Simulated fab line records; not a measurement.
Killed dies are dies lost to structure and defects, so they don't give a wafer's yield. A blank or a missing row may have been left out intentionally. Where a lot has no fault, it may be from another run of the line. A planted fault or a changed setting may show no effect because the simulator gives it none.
What tool caused it? / flow sky130 / 6 lots, 18 wafers sampled, at 2 steps of a route of 708

== WHAT EACH GAUGE READ, for each wafer ==
SKY_GATE_OXIDE_THK_MEAS_02.
lot=L313; measured=day 12 21:04; on=film-metro-02; GATE_OXIDE_OXIDATION_00_THK (nm)=10.11 9.98 10.07
lot=L315; measured=day 13 13:45; on=film-metro-02; GATE_OXIDE_OXIDATION_00_THK (nm)=10.03 10.03 10.02
lot=L317; measured=day 14 21:17; on=film-metro-02; GATE_OXIDE_OXIDATION_00_THK (nm)=10.29 10.22 10.19
lot=L321; measured=day 15 22:08; on=film-metro-03; GATE_OXIDE_OXIDATION_00_THK (nm)=10.23 10.08 10.32
lot=L327; measured=day 17 18:52; on=film-metro-02; GATE_OXIDE_OXIDATION_00_THK (nm)=13.34 13.38 13.56
lot=L334; measured=day 20 16:44; on=film-metro-03; GATE_OXIDE_OXIDATION_00_THK (nm)=10.08 10.15 10.16

== TOOL THAT RAN EACH LOT (tool first, then ch and the chambers of the sampled wafers, then the start) ==
lot=L313; SKY_GATE_OXIDE_OXIDATION_01=furnace-02 ch 0, day 12 19:39
lot=L315; SKY_GATE_OXIDE_OXIDATION_01=furnace-01 ch 0, day 13 12:20
lot=L317; SKY_GATE_OXIDE_OXIDATION_01=furnace-02 ch 0, day 14 19:52
lot=L321; SKY_GATE_OXIDE_OXIDATION_01=furnace-02 ch 0, day 15 20:43
lot=L327; SKY_GATE_OXIDE_OXIDATION_01=furnace-01 ch 0, day 17 17:27
lot=L334; SKY_GATE_OXIDE_OXIDATION_01=furnace-02 ch 0, day 20 15:19
- SKY_GATE_OXIDE_OXIDATION_01: stabilise 600 s, purge 300 s, target thk 10.268 nm.

== THE ANSWER, worked out from the rows above alone ==
Rule: the lots themselves supply what counts as usual. Put in order of their means at a reading, lots are off if they are a third of the lots or fewer, leave a main group of 4 or more, and stand apart from it by a gap of 3 or more times the standard deviation of the main group's means; of several such gaps the widest counts. A main group is skipped when, at the precision printed for the reading in the tables above, its means are all equal. A lot without any number at a reading at which 4 lots or more have one is off too. Where the step has rows for the other lots, those lots are counted as sound.
Off: at SKY_GATE_OXIDE_THK_MEAS_02 (GATE_OXIDE_OXIDATION_00_THK), L327. The main group has a mean of 10.13 nm with a standard deviation of 0.082.
A tool fits if, at a process step before that reading, it ran every lot that is off, and no sound lot after the first of them. Gauges at SKY_GATE_OXIDE_THK_MEAS_02: tried the same way as those tools. This does not decide it: 2 tools fit, namely furnace-01 at SKY_GATE_OXIDE_OXIDATION_01 and film-metro-02 at SKY_GATE_OXIDE_THK_MEAS_02.

== WHAT THE SIMULATOR PUT IN ==
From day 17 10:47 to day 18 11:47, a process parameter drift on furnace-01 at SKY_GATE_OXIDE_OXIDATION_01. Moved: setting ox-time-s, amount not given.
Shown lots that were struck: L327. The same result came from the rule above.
